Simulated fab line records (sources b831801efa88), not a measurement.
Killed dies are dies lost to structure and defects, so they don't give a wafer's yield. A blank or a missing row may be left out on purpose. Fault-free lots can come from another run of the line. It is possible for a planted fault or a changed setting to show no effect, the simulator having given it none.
Matching of chambers | flow sky130 | rieDiel-01 running SKY_CONTACT_ETCH_17: 4 sister chambers
The step etches SiO2 in C4F8/O2/Ar, stops on Si3N4, target depth 340 nm. 18 wafers are shown with their chamber, then 9 later ones without.

## WAFERS PAIRED WITH THEIR CHAMBERS
wafer  | chamber | oesProductAu (a.u.)
L076.1 | 1       | 0.899
L076.2 | 3       | 0.898
L076.4 | 0       | 0.892
L079.2 | 3       | 0.891
L079.4 | 1       | 0.900
L079.6 | 2       | 0.895
L084.1 | 0       | 0.889
L084.4 | 2       | 0.884
L084.6 | 0       | 0.892
L086.2 | 3       | 0.891
L086.5 | 1       | 0.890
L086.6 | 2       | 0.891
L088.1 | 1       | 0.893
L088.3 | 2       | 0.892
L088.4 | 3       | 0.889
L093.2 | 3       | 0.897
L093.3 | 0       | 0.896
L093.5 | 3       | 0.895

SIGNATURES (averages over the wafers above)
reading      | chamber 0 | chamber 1 | chamber 2 | chamber 3 | scatter within a chamber
oesProductAu | 0.89225   | 0.89550   | 0.89050   | 0.89350   | 0.00402
Rule: for a wafer and a chamber, the distance is found by dividing, reading by reading, the gap between the wafer's reading and the chamber's mean by the reading's scatter, squaring, summing and taking the root. The wafer belongs to the nearest chamber; if the next one is less than 2 further off, it can't be placed. The scatter: the root of (the sum of the squares of (reading less its chamber's mean) over the shown wafers, divided by (wafers less chambers)).

## WAFERS WITH NO CHAMBER GIVEN
wafer  | oesProductAu (a.u.)
L094.1 | 0.898
L094.2 | 0.887
L094.6 | 0.892
L095.1 | 0.902
L095.2 | 0.893
L095.3 | 0.894
L097.3 | 0.890
L097.4 | 0.899
L097.5 | 0.890

## THE CHAMBER EACH PASSED THROUGH
wafer  | from the rows above               | in truth
L094.1 | can't be placed: 1 or 3 or 0 or 2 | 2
L094.2 | can't be placed: 2 or 0 or 3 or 1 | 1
L094.6 | can't be placed: 0 or 2 or 3 or 1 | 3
L095.1 | can't be placed: 1 or 3 or 0 or 2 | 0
L095.2 | can't be placed: 3 or 0 or 1 or 2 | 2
L095.3 | can't be placed: 3 or 1 or 0 or 2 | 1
L097.3 | can't be placed: 2 or 0 or 3 or 1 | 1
L097.4 | can't be placed: 1 or 3 or 0 or 2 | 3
L097.5 | can't be placed: 2 or 0 or 3 or 1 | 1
Placed correctly: 0 of 9. Unplaceable from these rows: 9, with the true chamber sitting among the candidates in 9. 0 placed wrongly.
